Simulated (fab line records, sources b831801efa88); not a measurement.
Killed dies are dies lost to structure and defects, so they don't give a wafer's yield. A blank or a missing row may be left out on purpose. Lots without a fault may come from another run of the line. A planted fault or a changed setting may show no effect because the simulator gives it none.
fab line records | flow sky130
record lots=24 wafers=72 last_day=50
route steps=708 shown GATE_OXIDE@200 SD_P@327 METAL1@450 VIA1@480 METAL2@487 VIA3@586
lots that met no fault: from a run of the same line without faults
start_h: hours from the record's first day to the start of the lot's first wafer shown | wait_h: hours since the lot's step before | " the same as in the row above | L1.1+2: a row that stands for several wafers | - no value, or no start given | * or withheld: withheld | < > ~ a bound
route shown NAME@n: a module of which the file shows steps, and the number in the route of the first | usual: mean/standard deviation of fault-free wafers | same: alike in all rows | chamber/n: place in a boat | sites: the reading at each site | _std_site: their standard deviation | _edge_site: outer sites' mean less inner sites' | radius_mm: how far each site lies from the wafer's centre | mask NAME#n: copy n | behind: the tool/chamber that last shaped the wafer | hold: why the lot was held/for how many hours/how that ended | device: the transistor (n, p or np) that didn't switch | end of line: the same wafers' tests at the end of the route | a step without rows: its recipe alone | killed: dies lost to structure and defects at the first sort, not the wafer's yield | map: a wafer's dies, x killed, . not, _ none there
set.NAME: the setting as run; set.NAME@STEP: as run at that earlier step | model.NAME: the simulator's own value behind a step, which no gauge read
steps of the route over a sample of lots; a table a step, a row a wafer
services: from which hour (start_h, from the record's first day; less than 0 if before it) a tool's chamber was out of use, for how many hours, and why
## steps
# step SKY_GATE_OXIDE_STRIP_13
# recipe chemistry=O2/N2 power_w=1400 pressure_mtorr=1500 platen_temp_c=withheld o2_flow_sccm=3000 n2_flow_sccm=300 overash_fraction=0.5
# usual drypump_motor_current_A=5.67/0.3 n2_flow_sccm=300.1/0.88 oes_product_au=0.715/0.0043 strip_time_to_endpoint_s=14.19/0.038
# columns lot.wafer tool chamber start_h wait_h drypump_motor_current_A n2_flow_sccm oes_product_au rf_hours_counter_h strip_time_to_endpoint_s
L074.3 plasma_asher-04 1 305.02 0.0 5.77 300.6 0.717 - 14.20
L074.5 " 1 " " 5.77 300.6 0.710 - 14.16
L074.6 " 0 " " 5.78 299.4 0.717 - 14.21
L075.1 plasma_asher-01 1 311.56 0.0 5.58 301.6 0.712 49 14.22
L075.3 " 1 " " 5.59 300.6 0.715 - 14.23
L075.5 " 1 " " 5.60 302.1 0.712 - 14.18
L076.1 plasma_asher-03 1 323.62 0.0 5.16 299.4 0.717 20 14.17
L076.4 " 1 " " 5.12 300.5 0.707 - 14.18
L076.5 " 1 " " 5.15 299.3 0.717 - 14.17
L077.2 plasma_asher-01 1 337.10 0.0 5.61 297.9 0.716 51 14.21
L077.5 " 1 " " 5.58 297.5 0.713 - 14.21
L077.6 " 0 " " 6.09 300.4 0.710 - 14.18
L078.3 plasma_asher-03 0 347.19 0.0 5.45 299.3 0.709 - 14.18
L078.5 " 1 " " 5.16 301.1 0.716 - 14.17
L078.6 " 0 " " 5.44 299.2 0.717 - 14.17
L079.2 plasma_asher-01 0 350.25 0.0 6.09 300.3 0.717 52 14.11
L079.4 " 1 " " 5.61 299.6 0.718 - 14.16
L079.6 " 1 " " 5.59 299.5 0.717 - 14.10
L080.3 plasma_asher-04 0 360.19 0.0 5.81 300.6 0.718 - 14.30
L080.4 " 1 " " 5.78 300.0 0.713 - 14.28
L080.6 " 1 " " 5.78 298.3 0.715 - 14.24
L081.2 plasma_asher-04 1 370.08 0.0 5.79 301.5 0.720 64 14.20
L081.3 " 0 " " 5.79 300.5 0.717 - 14.21
L081.6 " 0 " " 5.80 300.7 0.719 - 14.18
L082.1 plasma_asher-01 0 376.55 0.0 6.10 300.9 0.712 55 14.21
L082.5 " 1 " " 5.61 298.6 0.722 - 14.18
L082.6 " 0 " " 6.09 300.2 0.718 - 14.15
L084.2 plasma_asher-01 0 390.50 0.0 6.06 299.6 0.722 56 14.12
L084.4 " 1 " " 5.60 298.4 0.721 - 14.12
L084.5 " 0 " " 6.08 301.8 0.717 - 14.14
L083.1 plasma_asher-04 0 390.76 0.0 5.79 300.7 0.712 66 14.16
L083.2 " 1 " " 5.75 300.9 0.715 66 14.17
L083.4 " 1 " " 5.77 300.5 0.721 - 14.15
L085.2 plasma_asher-03 1 400.31 0.0 5.15 299.7 0.711 26 14.15
L085.3 " 1 " " 5.15 302.4 0.711 - 14.16
L085.4 " 0 " " 5.43 300.5 0.716 - 14.18
L086.4 plasma_asher-03 1 424.43 0.0 5.16 301.4 0.716 - 14.17
L086.5 " 1 " " 5.15 300.9 0.714 - 14.18
L086.6 " 0 " " 5.42 299.8 0.709 - 14.14
L087.2 plasma_asher-01 1 428.68 0.0 5.61 299.6 0.707 61 14.14
L087.4 " 1 " " 5.61 300.5 0.713 - 14.10
L087.6 " 1 " " 5.62 300.5 0.702 - 14.19
L089.1 plasma_asher-03 0 438.96 0.0 5.46 300.6 0.719 30 14.18
L089.4 " 0 " " 5.44 301.3 0.716 - 14.22
L089.5 " 1 " " 5.13 299.5 0.717 - 14.23
L088.2 plasma_asher-03 1 440.81 0.0 5.15 300.4 0.721 30 14.25
L088.3 " 0 " " 5.43 300.1 0.707 - 14.21
L088.5 " 1 " " 5.18 301.8 0.719 - 14.21
L090.1 plasma_asher-03 0 447.86 0.0 5.42 298.3 0.711 31 14.23
L090.2 " 1 " " 5.12 299.8 0.718 31 14.15
L090.4 " 0 " " 5.44 300.0 0.715 - 14.22
L091.1 plasma_asher-01 0 452.30 0.0 6.09 301.0 0.718 63 14.25
L091.3 " 0 " " 6.09 301.3 0.718 - 14.24
L091.4 " 1 " " 5.62 299.9 0.719 - 14.25
L092.2 plasma_asher-04 1 467.20 0.0 5.78 301.7 0.715 4 14.21
L092.4 " 1 " " 5.79 300.7 0.717 - 14.19
L092.5 " 1 " " 5.79 300.5 0.713 - 14.26
L093.2 plasma_asher-01 1 470.00 0.0 5.58 300.9 0.718 65 14.14
L093.5 " 1 " " 5.60 300.9 0.716 - 14.10
L093.6 " 0 " " 6.11 299.3 0.720 - 14.10
L094.4 plasma_asher-01 0 483.50 0.0 6.09 299.6 0.706 - 14.16
L094.5 " 0 " " 6.09 299.7 0.717 - 14.15
L094.6 " 1 " " 5.60 298.6 0.717 - 14.21
L095.1 plasma_asher-04 0 486.45 0.0 5.81 300.5 0.720 6 14.16
L095.2 " 1 " " 5.77 298.7 0.721 6 14.19
L095.5 " 0 " " 5.79 300.0 0.724 - 14.15
L096.1 plasma_asher-01 1 497.63 0.0 5.59 298.5 0.705 67 14.22
L096.5 " 1 " " 5.63 301.7 0.710 - 14.22
L096.6 " 0 " " 6.10 300.6 0.719 - 14.22
L097.1 plasma_asher-04 1 501.36 0.0 5.81 300.0 0.711 7 14.20
L097.4 " 1 " " 5.79 299.6 0.717 - 14.22
L097.6 " 0 " " 5.79 301.4 0.709 - 14.22
# step SKY_SD_P_CD_MEAS_07
# recipe target_cd_nm=380
# usual cd_nm=380.3/2.4
# columns lot.wafer tool chamber start_h wait_h cd_nm
L074.3 cd_sem-01 - 583.11 0.1 380.9
L074.5 " - " " 381.4
L074.6 " - " " 381.2
L075.1 cd_sem-01 - 592.89 0.1 380.8
L075.3 " - " " 381.0
L075.5 " - " " 379.3
L076.1 cd_sem-01 - 601.87 0.1 384.2
L076.4 " - " " 384.3
L076.5 " - " " 383.8
L077.2 cd_sem-02 - 617.11 0.1 378.0
L077.5 " - " " 377.3
L077.6 " - " " 377.8
L078.3 cd_sem-01 - 628.93 0.1 380.0
L078.5 " - " " 379.8
L078.6 " - " " 379.5
L079.2 cd_sem-01 - 633.49 0.1 376.4
L079.4 " - " " 376.4
L079.6 " - " " 378.9
L080.3 cd_sem-02 - 642.46 0.1 377.3
L080.4 " - " " 378.7
L080.6 " - " " 377.9
L081.2 cd_sem-02 - 651.79 0.1 385.3
L081.3 " - " " 384.5
L081.6 " - " " 384.0
L082.1 cd_sem-02 - 660.07 0.1 379.5
L082.5 " - " " 379.5
L082.6 " - " " 380.4
L083.1 cd_sem-02 - 673.52 0.1 384.5
L083.2 " - " " 385.4
L083.4 " - " " 383.4
L084.2 cd_sem-01 - 674.14 0.1 379.8
L084.4 " - " " 379.1
L084.5 " - " " 378.8
L085.2 cd_sem-02 - 682.01 0.1 379.3
L085.3 " - " " 377.2
L085.4 " - " " 377.8
L086.4 cd_sem-02 - 702.94 0.1 380.9
L086.5 " - " " 379.7
L086.6 " - " " 377.1
L087.2 cd_sem-02 - 707.06 0.1 379.8
L087.4 " - " " 379.0
L087.6 " - " " 377.5
L089.1 cd_sem-02 - 717.42 0.1 383.0
L089.4 " - " " 379.1
L089.5 " - " " 378.6
L088.2 cd_sem-02 - 718.71 0.1 384.3
L088.3 " - " " 384.3
L088.5 " - " " 381.7
L090.1 cd_sem-01 - 721.87 0.1 381.5
L090.2 " - " " 379.6
L090.4 " - " " 381.2
L091.1 cd_sem-01 - 727.42 0.1 384.1
L091.3 " - " " 383.2
L091.4 " - " " 382.6
L092.2 cd_sem-02 - 741.89 0.1 377.3
L092.4 " - " " 376.4
L092.5 " - " " 376.1
L093.2 cd_sem-02 - 743.16 0.1 381.2
L093.5 " - " " 380.4
L093.6 " - " " 380.3
L094.4 cd_sem-02 - 757.90 0.1 381.1
L094.5 " - " " 381.2
L094.6 " - " " 381.2
L095.1 cd_sem-02 - 760.32 0.1 376.8
L095.2 " - " " 379.9
L095.5 " - " " 378.4
L096.1 cd_sem-02 - 767.92 0.1 381.7
L096.5 " - " " 380.1
L096.6 " - " " 380.9
L097.1 cd_sem-01 - 770.12 0.1 379.4
L097.4 " - " " 378.4
L097.6 " - " " 382.7
# step SKY_METAL1_OVL_MEAS_16
# usual METAL1_OVL=1/7
# columns lot.wafer tool chamber start_h wait_h METAL1_OVL[nm]
L074.3 overlay-02 - 761.64 0.1 -9
L074.5 " - " " -6
L074.6 " - " " 1
L075.1 overlay-02 - 769.33 0.1 10
L075.3 " - " " 11
L075.5 " - " " 10
L076.1 overlay-02 - 778.86 0.1 -4
L076.4 " - " " -9
L076.5 " - " " -6
L077.2 overlay-01 - 791.15 0.1 6
L077.5 " - " " 11
L077.6 " - " " 7
L078.3 overlay-02 - 805.43 0.1 -3
L078.5 " - " " -5
L078.6 " - " " 2
L079.2 overlay-02 - 806.65 0.1 -4
L079.4 " - " " 9
L079.6 " - " " 7
L080.3 overlay-01 - 814.64 0.1 -9
L080.4 " - " " -8
L080.6 " - " " -5
L081.2 overlay-01 - 822.14 0.1 2
L081.3 " - " " -1
L081.6 " - " " 3
L082.1 overlay-02 - 829.74 0.1 9
L082.5 " - " " 16
L082.6 " - " " 5
L083.1 overlay-02 - 844.08 0.1 -1
L083.2 " - " " -7
L083.4 " - " " -10
L084.2 overlay-01 - 844.60 0.1 1
L084.4 " - " " -7
L084.5 " - " " 0
L085.2 overlay-01 - 853.32 0.1 12
L085.3 " - " " 7
L085.4 " - " " 13
L086.4 overlay-01 - 869.35 0.1 14
L086.5 " - " " 16
L086.6 " - " " 7
L087.2 overlay-02 - 874.65 0.1 2
L087.4 " - " " 5
L087.6 " - " " 7
L089.1 overlay-02 - 882.62 0.1 -3
L089.4 " - " " 2
L089.5 " - " " -2
L088.2 overlay-01 - 886.67 0.1 -8
L088.3 " - " " -5
L088.5 " - " " 1
L090.1 overlay-01 - 887.55 0.1 13
L090.2 " - " " 9
L090.4 " - " " 13
L091.1 overlay-02 - 892.09 0.1 -1
L091.3 " - " " 2
L091.4 " - " " 11
L092.2 overlay-01 - 907.37 0.1 5
L092.4 " - " " -1
L092.5 " - " " -2
L093.2 overlay-01 - 909.47 0.1 -7
L093.5 " - " " -3
L093.6 " - " " -6
L094.4 overlay-01 - 922.26 0.1 -13
L094.5 " - " " -10
L094.6 " - " " -6
L095.1 overlay-01 - 925.37 0.1 1
L095.2 " - " " -2
L095.5 " - " " 0
L096.1 overlay-02 - 930.80 0.1 4
L096.5 " - " " -2
L096.6 " - " " 3
L097.1 overlay-01 - 933.27 0.1 12
L097.4 " - " " 8
L097.6 " - " " 5
# step SKY_VIA1_RS_MEAS_22
# recipe thk_meas_gauge=four-point-probe reads=W_of_VIA1_CVD_21+TiN_of_VIA1_SPUTTER_20
# usual VIA1_W_RS=0.428/0.0059
# columns lot.wafer tool chamber start_h wait_h VIA1_W_RS[ohm/sq]
L074.3 film_metro-03 - 790.92 0.1 0.421
L074.5 " - " " 0.422
L074.6 " - " " 0.436
L075.1 film_metro-01 - 798.40 0.1 0.425
L075.3 " - " " 0.434
L075.5 " - " " 0.422
L076.1 film_metro-04 - 807.02 0.1 0.425
L076.4 " - " " 0.440
L076.5 " - " " 0.442
L077.2 film_metro-04 - 820.09 0.1 0.427
L077.5 " - " " 0.434
L077.6 " - " " 0.428
L078.3 film_metro-03 - 834.75 0.1 0.435
L078.5 " - " " 0.440
L078.6 " - " " 0.427
L079.2 film_metro-03 - 835.82 0.1 0.427
L079.4 " - " " 0.431
L079.6 " - " " 0.421
L080.3 film_metro-04 - 843.70 0.1 0.424
L080.4 " - " " 0.427
L080.6 " - " " 0.430
L081.2 film_metro-01 - 850.80 0.1 0.421
L081.3 " - " " 0.431
L081.6 " - " " 0.420
L082.1 film_metro-01 - 858.99 0.1 0.432
L082.5 " - " " 0.428
L082.6 " - " " 0.436
L083.1 film_metro-04 - 872.48 0.1 0.422
L083.2 " - " " 0.434
L083.4 " - " " 0.422
L084.2 film_metro-01 - 872.82 0.1 0.419
L084.4 " - " " 0.431
L084.5 " - " " 0.424
L085.2 film_metro-03 - 881.49 0.1 0.431
L085.3 " - " " 0.426
L085.4 " - " " 0.427
L086.4 film_metro-04 - 897.26 0.1 0.422
L086.5 " - " " 0.427
L086.6 " - " " 0.421
L087.2 film_metro-03 - 902.53 0.1 0.424
L087.4 " - " " 0.420
L087.6 " - " " 0.414
L089.1 film_metro-04 - 910.11 0.1 0.438
L089.4 " - " " 0.426
L089.5 " - " " 0.423
L088.2 film_metro-03 - 915.10 0.1 0.429
L088.3 " - " " 0.432
L088.5 " - " " 0.438
L090.1 film_metro-04 - 915.39 0.1 0.427
L090.2 " - " " 0.441
L090.4 " - " " 0.436
L091.1 film_metro-04 - 919.53 0.1 0.427
L091.3 " - " " 0.425
L091.4 " - " " 0.426
L092.2 film_metro-01 - 934.60 0.1 0.422
L092.4 " - " " 0.422
L092.5 " - " " 0.424
L093.2 film_metro-04 - 938.13 0.1 0.428
L093.5 " - " " 0.429
L093.6 " - " " 0.430
L094.4 film_metro-01 - 949.07 0.1 0.432
L094.5 " - " " 0.427
L094.6 " - " " 0.442
L095.1 film_metro-03 - 952.90 0.1 0.428
L095.2 " - " " 0.421
L095.5 " - " " 0.419
L096.1 film_metro-03 - 958.09 0.1 0.430
L096.5 " - " " 0.433
L096.6 " - " " 0.432
L097.1 film_metro-01 - 960.01 0.1 0.433
L097.4 " - " " 0.429
L097.6 " - " " 0.426
# step SKY_METAL2_SPUTTER_04
# recipe material=TiN target_thk_nm=70 power_w=6710 time_s=58.3 chamber_pressure_pa=0.4
# usual throttle_valve_pct=29.5/0.97
# columns lot.wafer tool chamber start_h wait_h throttle_valve_pct
L074.3 pvd_sputter-04 - 791.46 0.0 29.9
L074.5 " - " " 30.7
L074.6 " - " " 28.3
L075.1 pvd_sputter-04 - 798.97 0.0 29.9
L075.3 " - " " 28.0
L075.5 " - " " 29.7
L076.1 pvd_sputter-02 - 807.59 0.0 28.4
L076.4 " - " " 27.9
L076.5 " - " " 28.0
L077.2 pvd_sputter-02 - 820.64 0.0 30.1
L077.5 " - " " 29.9
L077.6 " - " " 27.9
L078.3 pvd_sputter-03 - 835.28 0.0 29.9
L078.5 " - " " 31.0
L078.6 " - " " 30.1
L079.2 pvd_sputter-02 - 836.37 0.0 30.3
L079.4 " - " " 28.2
L079.6 " - " " 29.2
L080.3 pvd_sputter-03 - 844.23 0.0 29.3
L080.4 " - " " 29.7
L080.6 " - " " 29.4
L081.2 pvd_sputter-04 - 851.35 0.0 29.6
L081.3 " - " " 30.5
L081.6 " - " " 28.1
L082.1 pvd_sputter-02 - 859.56 0.0 28.8
L082.5 " - " " 29.3
L082.6 " - " " 28.5
L083.1 pvd_sputter-04 - 873.05 0.0 30.3
L083.2 " - " " 28.2
L083.4 " - " " 29.8
L084.2 pvd_sputter-02 - 873.37 0.0 29.3
L084.4 " - " " 28.5
L084.5 " - " " 30.1
L085.2 pvd_sputter-04 - 882.04 0.0 31.0
L085.3 " - " " 29.5
L085.4 " - " " 29.9
L086.4 pvd_sputter-02 - 897.77 0.0 28.0
L086.5 " - " " 28.0
L086.6 " - " " 29.3
L087.2 pvd_sputter-04 - 903.09 0.0 30.8
L087.4 " - " " 30.1
L087.6 " - " " 28.0
L089.1 pvd_sputter-04 - 910.68 0.0 30.6
L089.4 " - " " 29.9
L089.5 " - " " 30.4
L088.2 pvd_sputter-04 - 915.65 0.0 31.0
L088.3 " - " " 28.2
L088.5 " - " " 28.2
L090.1 pvd_sputter-03 - 915.96 0.0 29.4
L090.2 " - " " 31.0
L090.4 " - " " 29.9
L091.1 pvd_sputter-04 - 920.10 0.0 29.7
L091.3 " - " " 28.3
L091.4 " - " " 30.9
L092.2 pvd_sputter-02 - 935.15 0.0 28.2
L092.4 " - " " 28.1
L092.5 " - " " 29.3
L093.2 pvd_sputter-04 - 938.68 0.0 29.9
L093.5 " - " " 30.2
L093.6 " - " " 28.3
L094.4 pvd_sputter-02 - 949.58 0.0 28.4
L094.5 " - " " 28.4
L094.6 " - " " 30.0
L095.1 pvd_sputter-03 - 953.71 0.0 30.9
L095.2 " - " " 29.9
L095.5 " - " " 30.0
L096.1 pvd_sputter-02 - 958.95 0.0 29.2
L096.5 " - " " 28.2
L096.6 " - " " 29.9
L097.1 pvd_sputter-04 - 960.58 0.0 28.1
L097.4 " - " " 31.1
L097.6 " - " " 30.4
# step SKY_VIA3_OVL_MEAS_13
# usual VIA3_OVL=0/5.4
# columns lot.wafer tool chamber start_h wait_h VIA3_OVL[nm]
L074.3 overlay-02 - 927.27 0.1 10
L074.5 " - " " 6
L074.6 " - " " 12
L075.1 overlay-01 - 934.67 0.1 2
L075.3 " - " " 7
L075.5 " - " " 4
L076.1 overlay-02 - 943.40 0.1 8
L076.4 " - " " -1
L076.5 " - " " -3
L077.2 overlay-01 - 953.65 0.1 1
L077.5 " - " " 0
L077.6 " - " " -2
L078.3 overlay-02 - 966.48 0.1 -5
L078.5 " - " " -6
L078.6 " - " " -2
L079.2 overlay-02 - 968.64 0.1 0
L079.4 " - " " -10
L079.6 " - " " -11
L080.3 overlay-02 - 975.96 0.1 4
L080.4 " - " " 4
L080.6 " - " " 6
L081.2 overlay-02 - 983.10 0.1 0
L081.3 " - " " -5
L081.6 " - " " -1
L082.1 overlay-01 - 989.99 0.1 -4
L082.5 " - " " -8
L082.6 " - " " -8
L084.2 overlay-01 - 1003.60 0.1 1
L084.4 " - " " 3
L084.5 " - " " 9
L083.1 overlay-02 - 1003.75 0.1 0
L083.2 " - " " 6
L083.4 " - " " 8
L085.2 overlay-02 - 1010.42 0.1 2
L085.3 " - " " 3
L085.4 " - " " 7
L086.4 overlay-02 - 1023.18 0.1 9
L086.5 " - " " 9
L086.6 " - " " 2
L087.2 overlay-01 - 1030.00 0.1 -6
L087.4 " - " " -4
L087.6 " - " " -5
L089.1 overlay-01 - 1036.59 0.1 -4
L089.4 " - " " 1
L089.5 " - " " -4
L088.2 overlay-01 - 1040.90 0.1 2
L088.3 " - " " 0
L088.5 " - " " -1
L090.1 overlay-01 - 1041.47 0.1 6
L090.2 " - " " -3
L090.4 " - " " 2
L091.1 overlay-02 - 1044.72 0.1 9
L091.3 " - " " 1
L091.4 " - " " -4
L092.2 overlay-02 - 1057.15 0.1 -6
L092.4 " - " " -5
L092.5 " - " " -5
L093.2 overlay-02 - 1061.85 0.1 1
L093.5 " - " " 0
L093.6 " - " " -1
L094.4 overlay-01 - 1070.41 0.1 -2
L094.5 " - " " -8
L094.6 " - " " -5
L095.1 overlay-01 - 1075.54 0.1 4
L095.2 " - " " -7
L095.5 " - " " -2
L096.1 overlay-01 - 1079.89 0.1 0
L096.5 " - " " 1
L096.6 " - " " 1
L097.1 overlay-02 - 1079.92 0.1 7
L097.4 " - " " 0
L097.6 " - " " 1
## services
# columns tool chamber start_h hours kind
plasma_asher-03 - 320.34 0.4 repair
plasma_asher-01 - 320.75 5.1 repair
pvd_sputter-04 - 342.53 2.5 repair
plasma_asher-04 - 372.61 3.3 repair
plasma_asher-03 - 382.45 14.6 pm
plasma_asher-03 - 409.94 0.9 repair
plasma_asher-04 - 421.30 9.0 pm
plasma_asher-01 - 425.06 2.3 repair
pvd_sputter-04 - 446.56 2.9 repair
pvd_sputter-04 - 464.58 1.0 repair
plasma_asher-01 - 481.78 1.5 repair
plasma_asher-01 - 508.07 11.0 repair
pvd_sputter-02 - 512.91 3.3 repair
plasma_asher-01 - 520.33 11.1 repair
plasma_asher-04 - 531.53 8.6 repair
pvd_sputter-02 - 663.01 2.0 repair
pvd_sputter-04 - 702.77 7.5 repair
pvd_sputter-04 - 708.30 3.3 repair
plasma_asher-01 - 732.18 2.8 pm
pvd_sputter-04 - 743.59 1.4 repair
pvd_sputter-02 - 790.80 6.8 repair
pvd_sputter-04 - 794.33 1.5 repair
plasma_asher-01 - 815.12 2.1 repair
plasma_asher-01 - 869.28 0.9 repair
## key
fault none
